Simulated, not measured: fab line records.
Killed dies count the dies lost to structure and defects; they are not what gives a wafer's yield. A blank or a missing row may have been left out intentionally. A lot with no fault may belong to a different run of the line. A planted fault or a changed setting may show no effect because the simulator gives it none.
The tool behind it: which one? + flow sky130 + 21 wafers from 7 lots sampled at 2 of the route's 708 steps

WHAT THE GAUGES READ, wafer by wafer
SKY_LDD_LDN_TW_MEAS_13.
| lot  | measured     | on           | LDD_LDN_TW     |
|------|--------------|--------------|----------------|
| L885 | day 22 22:49 | filmMetro-01 | 1472 1478 1472 |
| L888 | day 24 20:09 | filmMetro-03 | 1489 1490 1489 |
| L896 | day 27 19:25 | filmMetro-01 | 1352 1348 1354 |
| L893 | day 27 19:51 | filmMetro-03 | 1471 1480 1485 |
| L900 | day 28 15:01 | filmMetro-03 | 1483 1484 1481 |
| L902 | day 28 21:43 | filmMetro-03 | 1484 1483 1481 |
| L906 | day 31 09:51 | filmMetro-01 | 1479 1476 1469 |

WHICH TOOL RAN EACH LOT (tool, then ch and the chambers of the sampled wafers, then the start)
| lot  | SKY_LDD_LDN_IMPLANT_08          |
|------|---------------------------------|
| L885 | implanter-04 ch 0, day 22 22:07 |
| L888 | implanter-01 ch 0, day 24 19:27 |
| L896 | implanter-03, day 27 18:43      |
| L893 | implanter-04 ch 0, day 27 19:09 |
| L900 | implanter-04 ch 0, day 28 14:20 |
| L902 | implanter-03 ch 0, day 28 21:02 |
| L906 | implanter-04 ch 0, day 31 09:09 |
- SKY_LDD_LDN_IMPLANT_08

THE ANSWER, worked out from the rows above alone
Rule: the lots themselves supply what counts as usual. The widest of any qualifying gaps counts: lots, ordered by their means at a reading, are off when they make up no more than a third of the lots, leave a main group of 4 or more, and stand apart from it by 3 or more times the standard deviation of that group's means. The tables above print the reading to a certain number of digits; a main group whose means all agree to those digits is not used. A lot without any number at a reading at which 4 lots or more have one is off too. Where the step has rows for the other lots, those lots are counted as sound.
Off: L896, at SKY_LDD_LDN_TW_MEAS_13 (LDD_LDN_TW). Main group: mean 1480, sd 5.3.
If a tool, at a process step before that reading, ran all the lots that are off and no sound lot after the first of them, it fits. The gauges at SKY_LDD_LDN_TW_MEAS_13 are tried like those tools. Not one of the candidates tried fits.

WHAT THE SIMULATOR HAD INSERTED
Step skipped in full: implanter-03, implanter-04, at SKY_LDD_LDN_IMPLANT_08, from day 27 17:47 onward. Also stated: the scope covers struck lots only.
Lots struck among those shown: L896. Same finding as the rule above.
